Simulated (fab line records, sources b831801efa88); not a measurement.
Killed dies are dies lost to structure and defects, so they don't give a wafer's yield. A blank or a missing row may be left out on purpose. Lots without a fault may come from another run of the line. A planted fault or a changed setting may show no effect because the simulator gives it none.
Which tool did it? | flow gf180mcu | 24 lots, 72 wafers sampled, at 1 step of a route of 602

WHAT THE GAUGES READ, wafer by wafer
GF_V1_OVL_MEAS_15. Usual: V1_OVL 1 nm, standard deviation 5.9.
lot  | measured     | on         | V1_OVL (nm) | flag
L074 | day 17 23:46 | overlay-01 | -8 -1 0     |
L075 | day 18 10:43 | overlay-01 | -8 -8 -9    |
L076 | day 18 21:58 | overlay-01 | -8 0 -2     |
L077 | day 19 10:43 | overlay-02 | 5 10 1      |
L078 | day 19 19:46 | overlay-01 | 2 8 5       |
L079 | day 20 01:35 | overlay-01 | -3 -6 -5    |
L080 | day 20 11:22 | overlay-02 | -2 2 8      |
L081 | day 20 20:58 | overlay-02 | 16 5 12     |
L082 | day 21 06:55 | overlay-01 | -4 -10 -6   |
L083 | day 21 14:10 | overlay-01 | -3 -3 0     |
L084 | day 22 00:24 | overlay-02 | 1 3 -2      |
L085 | day 22 12:11 | overlay-01 | 12 7 5      |
L086 | day 22 15:58 | overlay-01 | 11 8 17     |
L087 | day 22 22:37 | overlay-02 | 0 0 -7      |
L088 | day 23 09:04 | overlay-01 | 1 6 1       |
L089 | day 23 17:34 | overlay-02 | 6 11 5      |
L090 | day 24 01:08 | overlay-02 | 6 1 7       |
L091 | day 24 09:53 | overlay-01 | -6 -5 3     |
L092 | day 24 21:35 | overlay-02 | -5 -1 -6    |
L093 | day 24 22:37 | overlay-01 | -2 -3 0     |
L094 | day 25 04:50 | overlay-02 | 5 -3 2      |
L095 | day 25 14:40 | overlay-02 | -5 0 4      |
L096 | day 25 19:35 | overlay-02 | -5 -4 -4    |
L097 | day 26 03:24 | overlay-01 | -3 -6 3     |

WHICH TOOL RAN EACH LOT (tool, then ch and the chambers of the sampled wafers, then the start)
The record holds no process step before these readings.

WHAT THE TOOLS THEMSELVES READ (means of the sampled wafers that have a number; where no wafer has one, the mark that the record gives instead)
The record holds no such reading with a usual standard deviation.

THE ANSWER, worked out from the rows above alone
Rule: a lot is off if the mean of its wafers that have a number lies more than 3 standard deviations from the usual mean. A lot without any number at a reading at which 4 lots or more have one is off too. The other lots that the step has rows for count as sound. The gauges are gone through in route order, then the tools' own readings, and for those a lot's mean is taken as printed above. The first step at which some lot is off is used, and at that step the reading that is off furthest; a lot without a number counts as furthest.
No lot is off at any reading shown: from this, nothing can be told.

WHAT THE SIMULATOR HAD PUT IN
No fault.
